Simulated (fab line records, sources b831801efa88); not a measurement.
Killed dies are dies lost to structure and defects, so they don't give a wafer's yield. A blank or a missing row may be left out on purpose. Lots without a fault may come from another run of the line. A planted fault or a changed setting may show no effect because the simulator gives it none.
fab line records | flow sky130
record lots=6 wafers=18 last_day=50
route steps=708 shown VT_ADJUST_PCH@153 SONOS_TUNNEL@154 PAD_OPEN@708
lots that met no fault: from a run of the same line without faults
start_h: hours from the record's first day to the start of the lot's first wafer shown | wait_h: hours since the lot's step before | " the same as in the row above | L1.1+2: a row that stands for several wafers | - no value, or no start given | * or withheld: withheld | < > ~ a bound
route shown NAME@n: a module of which the file shows steps, and the number in the route of the first | usual: mean/standard deviation of fault-free wafers | same: alike in all rows | chamber/n: place in a boat | sites: the reading at each site | _std_site: their standard deviation | _edge_site: outer sites' mean less inner sites' | radius_mm: how far each site lies from the wafer's centre | mask NAME#n: copy n | behind: the tool/chamber that last shaped the wafer | hold: why the lot was held/for how many hours/how that ended | device: the transistor (n, p or np) that didn't switch | end of line: the same wafers' tests at the end of the route | a step without rows: its recipe alone | killed: dies lost to structure and defects at the first sort, not the wafer's yield | map: a wafer's dies, x killed, . not, _ none there
set.NAME: the setting as run; set.NAME@STEP: as run at that earlier step | model.NAME: the simulator's own value behind a step, which no gauge read
lots at some steps of the route; a table a step, a row a wafer
## steps
# step SKY_VT_ADJUST_PCH_TW_MEAS_10
# usual VT_ADJUST_PCH_TW=141.0/1.9
# columns lot.wafer tool chamber start_h wait_h VT_ADJUST_PCH_TW
L716.3 film_metro-01 - 244.64 0.1 139.2
L716.4 " - " " 139.4
L716.6 " - " " 139.1
L720.3 film_metro-01 - 287.03 0.1 138.4
L720.4 " - " " 139.0
L720.5 " - " " 138.8
L730.1 film_metro-01 - 355.61 0.1 138.0
L730.2 " - " " 138.1
L730.4 " - " " 138.0
L731.1 film_metro-04 - 371.91 0.1 142.2
L731.5 " - " " 142.1
L731.6 " - " " 142.6
L733.2 film_metro-02 - 393.81 0.1 140.8
L733.3 " - " " 141.3
L733.6 " - " " 141.0
L736.1 film_metro-02 - 403.57 0.1 141.4
L736.2 " - " " 140.7
L736.5 " - " " 141.0
# step SKY_SONOS_TUNNEL_DEHYDRATE_00
# recipe temp_c=200 time_s=60
# step SKY_SONOS_TUNNEL_HMDS_01
# recipe prime_time_s=60 prime_temp_c=120
# step SKY_SONOS_TUNNEL_COAT_02
# recipe resist=NOVOLAK spin_rpm=3000 resist_thk_nm=1140
# step SKY_SONOS_TUNNEL_SOFTBAKE_03
# recipe temp_c=90 time_s=60 resist=NOVOLAK
# step SKY_SONOS_TUNNEL_EXPOSE_04
# recipe mask_id=TUNM na=0.6 source_shape=conventional sigma_outer=0.6 polarization=unpolarized target_cd_nm=410 dose_mj=136
# step SKY_SONOS_TUNNEL_PEB_05
# recipe temp_c=withheld time_s=* resist=NOVOLAK
# step SKY_SONOS_TUNNEL_DEVELOP_06
# recipe resist=NOVOLAK developer=TMAH develop_time_s=60 dev_temp_c=23
# step SKY_SONOS_TUNNEL_CD_MEAS_07
# recipe target_cd_nm=410
# usual cd_nm=410.3/2.1
# columns lot.wafer tool chamber start_h wait_h cd_nm
L716.3 cd_sem-02 - 267.79 0.1 410.3
L716.4 " - " " 410.3
L716.6 " - " " 408.9
L720.3 cd_sem-02 - 310.87 0.1 411.1
L720.4 " - " " 413.1
L720.5 " - " " 410.4
L730.1 cd_sem-02 - 382.70 0.1 407.9
L730.2 " - " " 407.3
L730.4 " - " " 409.3
L731.1 cd_sem-01 - 399.25 0.1 407.9
L731.5 " - " " 408.4
L731.6 " - " " 408.4
L733.2 cd_sem-02 - 421.15 0.1 411.3
L733.3 " - " " 409.9
L733.6 " - " " 410.5
L736.1 cd_sem-01 - 433.23 0.1 408.5
L736.2 " - " " 409.5
L736.5 " - " " 407.5
# step SKY_SONOS_TUNNEL_OVL_MEAS_08
# usual SONOS_TUNNEL_OVL=-0.2/1.4
# columns lot.wafer tool chamber start_h wait_h SONOS_TUNNEL_OVL[nm]
L716.3 overlay-02 - 267.88 0.1 2.9
L716.4 " - " " 1.9
L716.6 " - " " -0.5
L720.3 overlay-01 - 310.96 0.1 -1.3
L720.4 " - " " -1.6
L720.5 " - " " -2.3
L730.1 overlay-02 - 382.82 0.1 -1.2
L730.2 " - " " -0.8
L730.4 " - " " 0.2
L731.1 overlay-01 - 399.37 0.1 -1.6
L731.5 " - " " -2.2
L731.6 " - " " 0.5
L733.2 overlay-01 - 421.25 0.1 1.9
L733.3 " - " " 1.0
L733.6 " - " " -0.7
L736.1 overlay-01 - 433.35 0.1 -1.7
L736.2 " - " " -2.9
L736.5 " - " " 0.1
# step SKY_SONOS_TUNNEL_IMPLANT_09
# recipe species=B energy_kev=20 dose_cm2=1e+12 tilt_deg=withheld
# step SKY_SONOS_TUNNEL_WET_ETCH_10
# recipe chemistry=dHF target_depth_nm=14 target=SiO2 dilution=100:1 temp_c=25 time_s=280
# step SKY_SONOS_TUNNEL_STRIP_11
# recipe chemistry=SPM time_s=600 temp_c=130
# usual bath_guard_temp_C=129.7/0.5 bath_heat_duty_pct=15.0/1.6
# columns lot.wafer tool chamber start_h wait_h bath_guard_temp_C bath_heat_duty_pct model.NOVOLAK_of_SONOS_TUNNEL_COAT_02.thk_nm
L716.3 wet_bench-03 2 268.14 0.0 129.0 17.1 0
L716.4 " 2 " " 128.8 16.1 0
L716.6 " 2 " " 128.8 19.0 0
L720.3 wet_bench-03 0 311.22 0.0 130.0 15.2 0
L720.4 " 0 " " 130.1 14.2 0
L720.5 " 0 " " 130.0 14.4 0
L730.1 wet_bench-03 2 383.11 0.0 - - 1142
L730.2 " 2 " " - - 1142
L730.4 " 2 " " - - 1140
L731.1 wet_bench-01 3 399.65 0.0 - - 1138
L731.5 " 3 " " - - 1140
L731.6 " 3 " " - - 1138
L733.2 wet_bench-01 3 421.52 0.0 129.7 16.7 0
L733.3 " 3 " " 129.8 15.6 0
L733.6 " 3 " " 129.7 15.6 0
L736.1 wet_bench-01 2 433.70 0.0 129.8 13.7 0
L736.2 " 2 " " 129.5 13.4 0
L736.5 " 2 " " 129.8 13.7 0
# step SKY_SONOS_TUNNEL_TW_MEAS_12
# usual SONOS_TUNNEL_TW=197/3.7
# columns lot.wafer tool chamber start_h wait_h SONOS_TUNNEL_TW
L716.3 film_metro-03 - 268.34 0.0 200
L716.4 " - " " 200
L716.6 " - " " 200
L720.3 film_metro-03 - 311.41 0.0 201
L720.4 " - " " 202
L720.5 " - " " 201
L730.1 film_metro-01 - 383.30 0.0 194
L730.2 " - " " 193
L730.4 " - " " 194
L731.1 film_metro-02 - 399.84 0.0 195
L731.5 " - " " 195
L731.6 " - " " 195
L733.2 film_metro-02 - 421.72 0.0 195
L733.3 " - " " 195
L733.6 " - " " 197
L736.1 film_metro-03 - 433.88 0.0 201
L736.2 " - " " 200
L736.5 " - " " 202
# step SKY_PAD_OPEN_PROBE_99
# usual killed_at_M0_to_M3=43/7.1 killed_at_M4_up=3.2/1.7 killed_at_contacts=24/5.6 killed_at_front_end=16/5 killed_at_other=0.4/0.68 killed_dies=86/9.3 killed_on_rim=17/3.8 killed_open=47/7.1 killed_short=39/5.7
# same gross_dies=492 killed_at_back_side=0
# columns lot.wafer tool chamber start_h wait_h killed_at_M0_to_M3 killed_at_M4_up killed_at_contacts killed_at_front_end killed_at_other killed_dies killed_on_rim killed_open killed_short
L716.3 prober-02 - 1099.30 0.2 36 3 25 6 1 71 15 45 26
L716.4 prober-02 - 1099.35 0.2 35 7 30 7 1 80 11 42 38
L716.6 prober-02 - 1099.45 0.2 41 0 25 14 0 80 13 47 33
L720.3 prober-02 - 1128.86 0.2 38 2 34 17 1 92 17 58 34
L720.4 prober-02 - 1128.91 0.2 38 2 22 21 1 84 20 36 47
L720.5 prober-02 - 1128.96 0.2 54 3 23 13 0 93 18 51 42
L730.1 prober-02 - 1174.59 0.1 40 5 22 425 0 492 96 37 46
L730.2 prober-02 - 1174.64 0.1 45 3 26 417 1 492 96 43 48
L730.4 prober-02 - 1174.74 0.2 37 6 26 422 1 492 96 49 40
L731.1 prober-01 - 1180.49 0.1 44 5 34 409 0 492 96 53 39
L731.5 prober-01 - 1180.69 0.2 47 3 18 423 1 492 96 49 40
L731.6 prober-01 - 1180.74 0.2 51 7 18 416 0 492 96 43 41
L733.2 prober-02 - 1193.83 0.1 39 2 24 13 0 78 18 41 37
L733.3 prober-02 - 1193.88 0.2 37 1 28 15 0 81 13 47 34
L733.6 prober-02 - 1194.03 0.2 36 3 20 16 0 75 16 39 36
# killed by level:class
L716.3 LI_CONTACT:geometric_particle:open=12 CONTACT:geometric_particle:open=11 VIA3:geometric_particle:open=8 VIA1:geometric_particle:short=7 VIA1:geometric_particle:open=6 VIA2:geometric_particle:short=4 METAL1:geometric_particle:short=3 METAL4:geometric_particle:short=3
L716.4 CONTACT:geometric_particle:open=11 LI_CONTACT:geometric_particle:open=9 CONTACT:geometric_particle:short=7 VIA1:geometric_particle:open=6 METAL1:geometric_particle:short=6 VIA3:geometric_particle:open=6 VIA2:geometric_particle:short=4 METAL4:geometric_particle:short=4
L716.6 VIA1:geometric_particle:open=14 CONTACT:geometric_particle:open=12 FIELD_ISO:geometric_particle:short=8 VIA3:geometric_particle:open=7 LI_CONTACT:geometric_particle:open=5 VIA1:geometric_particle:short=5 VIA3:geometric_particle:short=4 FIELD_ISO:geometric_particle:open=3
L720.3 CONTACT:geometric_particle:open=12 VIA1:geometric_particle:open=9 VIA2:geometric_particle:open=8 LI_CONTACT:geometric_particle:open=7 CONTACT:geometric_particle:short=7 SPACER:geometric_particle:open=5 POLY_GATE:geometric_particle:open=4 METAL1:geometric_particle:short=4
L720.4 CONTACT:geometric_particle:open=9 CONTACT:geometric_particle:short=7 METAL1:geometric_particle:short=7 METAL2:geometric_particle:short=6 SPACER:geometric_particle:short=5 LI_CONTACT:geometric_particle:open=5 VIA1:geometric_particle:short=5 VIA1:geometric_particle:open=5
L720.5 VIA3:geometric_particle:open=11 VIA1:geometric_particle:open=10 CONTACT:geometric_particle:open=8 VIA2:geometric_particle:open=7 METAL2:geometric_particle:short=6 FIELD_ISO:geometric_particle:short=5 VIA1:geometric_particle:short=5 LI_CONTACT:geometric_particle:short=5
L730.1 SONOS_ONO:area_oxidation=409 CONTACT:geometric_particle:short=7 CONTACT:geometric_particle:open=7 VIA1:geometric_particle:open=7 METAL1:geometric_particle:short=6 VIA1:geometric_particle:short=6 VIA3:geometric_particle:open=6 FIELD_ISO:geometric_particle:short=5
L730.2 SONOS_ONO:area_oxidation=401 METAL2:geometric_particle:short=10 VIA1:geometric_particle:open=8 CONTACT:geometric_particle:short=8 CONTACT:geometric_particle:open=7 VIA3:geometric_particle:open=6 FIELD_ISO:geometric_particle:short=5 LI_CONTACT:geometric_particle:open=5
L730.4 SONOS_ONO:area_oxidation=403 CONTACT:geometric_particle:open=13 VIA1:geometric_particle:open=8 FIELD_ISO:geometric_particle:open=6 VIA3:geometric_particle:open=6 POLY_GATE:geometric_particle:short=5 LI_CONTACT:geometric_particle:open=5 METAL2:geometric_particle:short=5
L731.1 SONOS_ONO:area_oxidation=400 VIA1:geometric_particle:open=13 CONTACT:geometric_particle:open=12 LI_CONTACT:geometric_particle:open=9 VIA1:geometric_particle:short=7 FIELD_ISO:geometric_particle:open=5 LI_CONTACT:geometric_particle:short=5 CONTACT:geometric_particle:short=5
L731.5 SONOS_ONO:area_oxidation=403 VIA1:geometric_particle:open=10 CONTACT:geometric_particle:open=9 FIELD_ISO:geometric_particle:short=6 VIA1:geometric_particle:short=6 FIELD_ISO:geometric_particle:open=5 VIA2:geometric_particle:open=5 LI_CONTACT:geometric_particle:open=5
L731.6 SONOS_ONO:area_oxidation=408 VIA1:geometric_particle:open=14 METAL1:geometric_particle:short=10 CONTACT:geometric_particle:open=10 METAL2:geometric_particle:short=7 VIA1:geometric_particle:short=6 METAL4:geometric_particle:short=5 LI_CONTACT:geometric_particle:open=4
L733.2 CONTACT:geometric_particle:open=13 VIA1:geometric_particle:open=8 METAL2:geometric_particle:short=7 POLY_GATE:geometric_particle:short=5 CONTACT:geometric_particle:short=5 METAL1:geometric_particle:short=4 VIA2:geometric_particle:short=4 FIELD_ISO:geometric_particle:open=3
L733.3 VIA1:geometric_particle:open=12 CONTACT:geometric_particle:open=9 LOCAL_INTERCONNECT:geometric_particle:short=7 CONTACT:geometric_particle:short=7 VIA2:geometric_particle:open=6 VIA3:geometric_particle:open=6 FIELD_ISO:geometric_particle:short=4 FIELD_ISO:geometric_particle:open=4
L733.6 LI_CONTACT:geometric_particle:open=8 LOCAL_INTERCONNECT:geometric_particle:short=7 VIA3:geometric_particle:open=7 FIELD_ISO:geometric_particle:open=6 METAL1:geometric_particle:short=6 VIA1:geometric_particle:open=6 VIA2:geometric_particle:short=4 POLY_GATE:geometric_particle:short=4
# map L730.1 (x killed, . not)
__________xxxxxxxxxx_________
________xxxxxxxxxxxxxx_______
______xxxxxxxxxxxxxxxxxx_____
_____xxxxxxxxxxxxxxxxxxxx____
____xxxxxxxxxxxxxxxxxxxxxx___
___xxxxxxxxxxxxxxxxxxxxxxxx__
__xxxxxxxxxxxxxxxxxxxxxxxxxx_
_xxxxxxxxxxxxxxxxxxxxxxxxxxxx
_xxxxxxxxxxxxxxxxxxxxxxxxxxxx
_xxxxxxxxxxxxxxxxxxxxxxxxxxxx
_xxxxxxxxxxxxxxxxxxxxxxxxxxxx
_xxxxxxxxxxxxxxxxxxxxxxxxxxxx
_xxxxxxxxxxxxxxxxxxxxxxxxxxxx
_xxxxxxxxxxxxxxxxxxxxxxxxxxxx
_xxxxxxxxxxxxxxxxxxxxxxxxxxxx
__xxxxxxxxxxxxxxxxxxxxxxxxxx_
___xxxxxxxxxxxxxxxxxxxxxxxx__
____xxxxxxxxxxxxxxxxxxxxxx___
_____xxxxxxxxxxxxxxxxxxxx____
______xxxxxxxxxxxxxxxxxx_____
________xxxxxxxxxxxxxx_______
__________xxxxxxxxxx_________
# map L731.1 (x killed, . not)
__________xxxxxxxxxx_________
________xxxxxxxxxxxxxx_______
______xxxxxxxxxxxxxxxxxx_____
_____xxxxxxxxxxxxxxxxxxxx____
____xxxxxxxxxxxxxxxxxxxxxx___
___xxxxxxxxxxxxxxxxxxxxxxxx__
__xxxxxxxxxxxxxxxxxxxxxxxxxx_
_xxxxxxxxxxxxxxxxxxxxxxxxxxxx
_xxxxxxxxxxxxxxxxxxxxxxxxxxxx
_xxxxxxxxxxxxxxxxxxxxxxxxxxxx
_xxxxxxxxxxxxxxxxxxxxxxxxxxxx
_xxxxxxxxxxxxxxxxxxxxxxxxxxxx
_xxxxxxxxxxxxxxxxxxxxxxxxxxxx
_xxxxxxxxxxxxxxxxxxxxxxxxxxxx
_xxxxxxxxxxxxxxxxxxxxxxxxxxxx
__xxxxxxxxxxxxxxxxxxxxxxxxxx_
___xxxxxxxxxxxxxxxxxxxxxxxx__
____xxxxxxxxxxxxxxxxxxxxxx___
_____xxxxxxxxxxxxxxxxxxxx____
______xxxxxxxxxxxxxxxxxx_____
________xxxxxxxxxxxxxx_______
__________xxxxxxxxxx_________
## key
first_sign step=SKY_SONOS_TUNNEL_STRIP_11 reading=tool_record direction=missing
effect step=SKY_PAD_OPEN_PROBE_99 reading=killed_at_front_end direction=up sigmas=80 usual=16 struck=419
model_effect step=SKY_SONOS_TUNNEL_STRIP_11 value=NOVOLAK_of_SONOS_TUNNEL_COAT_02.thk_nm without=0 struck=1140
more_kills_born_at SKY_SONOS_ONO_OXIDATION_00@furnace-01=2424
met_at SKY_SONOS_TUNNEL_STRIP_11
struck_wafers L730.1,L730.2,L730.4,L731.1,L731.5,L731.6
later_rows_left_out L730.1,L730.2,L730.4,L731.1,L731.5,L731.6
tester_left_out L730,L731
onset_between 311.22 383.11
fault kind=skipped_step_whole tool=wet_bench-01,wet_bench-03 chamber=- onset_h=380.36 steps=SKY_SONOS_TUNNEL_STRIP_11 scope=struck_lots_only
# tester_left_out: of these lots the tester's yield and bins aren't shown, on N5 and GAA mostly nor the transistor test; their killed dies are dies lost to structure and defects alone, not to doping, threshold or leakage, so they don't give the yield
# later_rows_left_out: the simulator's readings of these wafers behind a module that went badly wrong aren't trusted and aren't shown, but for the sort
